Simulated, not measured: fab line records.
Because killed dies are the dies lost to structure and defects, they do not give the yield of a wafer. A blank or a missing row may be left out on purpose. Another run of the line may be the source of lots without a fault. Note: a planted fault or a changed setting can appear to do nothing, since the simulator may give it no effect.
Comparing a struck lot with a sound one -- flow gf180mcu -- 14 out of 602 route steps
Sound: wafers L138.2, L138.3, L138.5. Wafers L149.1, L149.2, L149.3 were the ones struck. At the end, the cause is stated.
Per side, at each step with rows, come the tool, then ch with its chambers, and then its first start. Under that, the readings that differ: sound wafers -- struck wafers -- difference of the means -- sigmas: that difference in standard deviations of wafers without a fault.
alike: same words and numbers on both sides, and readings whose means sit less than 2 such deviations apart. not compared: any withheld reading, any reading some wafer has no value for, any bound like >300 that may hide the same value, and any number with overlapping values for which the record gives no deviation.
Wherever a step has rows on one side only, a row that says differs or no value, or a row with sigmas, the two part there. Non-overlapping numbers with no deviation appear without sigmas and do not part them. A reading missing from all wafers of one side parts the sides only when that side holds two or more wafers.

first, 2 steps without rows for these wafers: GF_M4_CLEAN_19 (cleans in DIW); GF_V4_CVD_00 (deposits SiO2, target thk 600 nm, time 100 s).
GF_V4_THK_MEAS_01:
  struck on film_metro-03, day 28 17:34; sound on film_metro-01, day 25 15:15
reading,sound,struck,difference,sigmas
V4_CVD_00_THK (nm),609 607 603,584 590 589,-19,-3
GF_V4_CVD_02: deposits SiO2 from TEOS, target thk 850 nm, time 94.851 s.
  sound on pecvd-02 ch 1,2, day 25 15:18; struck on pecvd-02 ch 0,1,2, day 28 17:37
  alike: heater_power_w, rf_fwd_power_W
GF_V4_THK_MEAS_03:
  struck on film_metro-04, day 28 17:41; sound on film_metro-04, day 25 15:23
  alike: V4_CVD_02_THK
GF_V4_CMP_04: polishes SiO2.
  sound on cmp-01 ch 1,2, day 25 15:26; struck on cmp-01 ch 1,2,3, day 28 17:45
  alike: motor_current_A, time_to_endpoint_s
GF_V4_BOW_MEAS_05:
  struck on film_metro-03, day 28 18:03; sound on film_metro-01, day 25 15:45
  alike: V4_BOW
then, 5 steps without rows for these wafers: GF_V4_DEHYDRATE_06 (time 60 s); GF_V4_HMDS_07 (prime time 60 s); GF_V4_COAT_08; GF_V4_COAT_09 (resist thk 1000 nm); GF_V4_SOFTBAKE_10 (time 60 s).
GF_V4_EXPOSE_11: exposes mask Via4, target cd 260 nm.
  struck on krf_scanner-02, day 29 03:57; sound on krf_scanner-01 ch 0, day 26 02:35
  no value came back on the struck wafers for exposure_dose_mJ_cm2, focus_offset_nm (nm), stage_vel_mm_s (mm/s); on the sound wafers exposure_dose_mJ_cm2 reads 38.26 38.30 38.29
  alike: mask
then, 1 step without rows for these wafers: GF_V4_PEB_12 (peb time 90 s).

== WHERE THEY PART ==
First at GF_V4_THK_MEAS_01; last, within this record, at GF_V4_EXPOSE_11.

WHY: the cause the simulator had injected
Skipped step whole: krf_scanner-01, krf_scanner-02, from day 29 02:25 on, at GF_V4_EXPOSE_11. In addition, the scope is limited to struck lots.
